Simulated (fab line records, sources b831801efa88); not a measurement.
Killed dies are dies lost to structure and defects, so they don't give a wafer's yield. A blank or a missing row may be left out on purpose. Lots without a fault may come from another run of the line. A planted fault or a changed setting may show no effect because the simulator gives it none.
Chamber matching | flow gf180mcu | GF_V2_CVD_02 on pecvd-02: 3 sister chambers
The step deposits SiO2 from TEOS, target thk 850 nm, time 94.851 s. 3 wafers are shown with their chamber, then 8 later ones without.

WAFERS WITH THEIR CHAMBER
wafer  | chamber | heater_power_w (W)
L088.6 | 0       | 638
L089.3 | 2       | 1054
L090.3 | 1       | 691

WAFERS WITHOUT THEIR CHAMBER
wafer  | heater_power_w (W)
L090.4 | 1005
L090.5 | 816
L091.1 | 986
L091.5 | 552
L091.6 | 844
L093.2 | 880
L093.4 | 519
L093.6 | 934

WHICH CHAMBER EACH WENT THROUGH
wafer  | from the rows above          | in truth
L090.4 | 2                            | 2
L090.5 | can't be placed: 1 or 0 or 2 | 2
L091.1 | can't be placed: 2 or 1      | 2
L091.5 | can't be placed: 0 or 1      | 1
L091.6 | can't be placed: 1 or 0 or 2 | 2
L093.2 | can't be placed: 2 or 1 or 0 | 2
L093.4 | can't be placed: 0 or 1      | 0
L093.6 | can't be placed: 2 or 1 or 0 | 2
Placed correctly: 1 of 8. Can't be placed from these rows: 7 (the true chamber is among the candidates in 7). Placed wrongly: 0.
How it was worked out, from the rows above alone: a wafer's distance from a chamber is the root of the sum, over the readings, of the square of ((its reading less the chamber's mean) divided by the reading's scatter). The wafer belongs to the nearest chamber; if the next one is less than 2 further off, it can't be placed. A chamber's mean is the mean of its shown wafers. The scatter: with one shown wafer a chamber, the root of the mean of the squares of how far each hidden wafer lies from its nearest shown one.
